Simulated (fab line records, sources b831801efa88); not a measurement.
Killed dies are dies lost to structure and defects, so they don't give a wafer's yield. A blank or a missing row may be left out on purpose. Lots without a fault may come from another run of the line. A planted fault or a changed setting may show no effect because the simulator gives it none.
One fault seen from 2 desks | flow gf180mcu | each desk has only its own numbers; what lay behind them comes last

THE TOOL OWNER'S DESK: litho_track-01
The tool's own readings at GF_HV_LDD_COAT_02 (resist thk 1000 nm): means of the sampled wafers that have a number, for each lot that ran on this tool. A lot is out of limits, marked OUT, if its mean lies more than 4 standard deviations from the usual mean; the brackets give that distance.
Columns: A = spin_speed_rpm at GF_HV_LDD_COAT_02, usual 2999.8 rpm
lot  | first seen here | A
L784 | day 9 20:05     | 3000.5
L794 | day 13 01:59    | 3000.0
L795 | day 13 10:50    | 3468.0 (+99 or more) OUT
L796 | day 13 13:46    | 3468.1 (+99 or more) OUT
This desk's finding: out of limits on L795, L796; first on L795, day 13 10:50 (spin_speed_rpm at GF_HV_LDD_COAT_02). In limits: L784, L794.

THE METROLOGY DESK
What the gauges read, lot by lot, whatever tool the lot ran on: means of the sampled wafers that have a number. A lot is out of limits, marked OUT, if its mean lies more than 4 standard deviations from the usual mean; the brackets give that distance.
Columns: A = MVSD_RS at GF_VT_IMPLANT_RS_MEAS_46, usual 448.7 ohm/sq; B = cd_nm at GF_POLY_GATE_CD_MEAS_18, usual 280.4 nm
lot  | first seen here | A     | B
L783 | day 7 12:29     | 450.1 | 282.3
L784 | day 7 20:10     | 448.8 | 280.6
L786 | day 8 05:31     | 449.4 | 280.7
L789 | day 9 05:01     | 446.7 | 277.6
L794 | day 10 19:19    | 449.0 | 279.5
L795 | day 11 03:29    | 449.1 | 280.5
L796 | day 11 06:34    | 449.9 | 282.0
L797 | day 11 13:05    | 448.5 | 279.6
L799 | day 12 03:06    | 449.6 | 283.4
L800 | day 12 07:44    | 448.7 | 281.4
L801 | day 12 12:18    | 448.5 | 280.0
L804 | day 13 15:41    | 446.0 | 280.0
L805 | day 13 23:05    | 448.5 | 284.0
This desk's finding: nothing out of limits on any of the 13 lots.

PUT TOGETHER
The tool owner's desk could have raised an alarm at day 13 10:50, on L795, L796.
The metrology desk saw nothing out of limits.
The metrology desk has L795, L796 on record, within its limits.
Of the lots named, all ran GF_HV_LDD_COAT_02 on litho_track-01.

WHAT THE SIMULATOR HAD PUT IN
Process parameter drift: litho_track-01, from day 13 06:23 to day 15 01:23, at GF_HV_LDD_COAT_02. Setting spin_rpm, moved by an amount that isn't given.
Lots struck among those shown: L795, L796.
Hours from the fault's start to each desk's first reading out of limits: the tool owner's desk, 4.
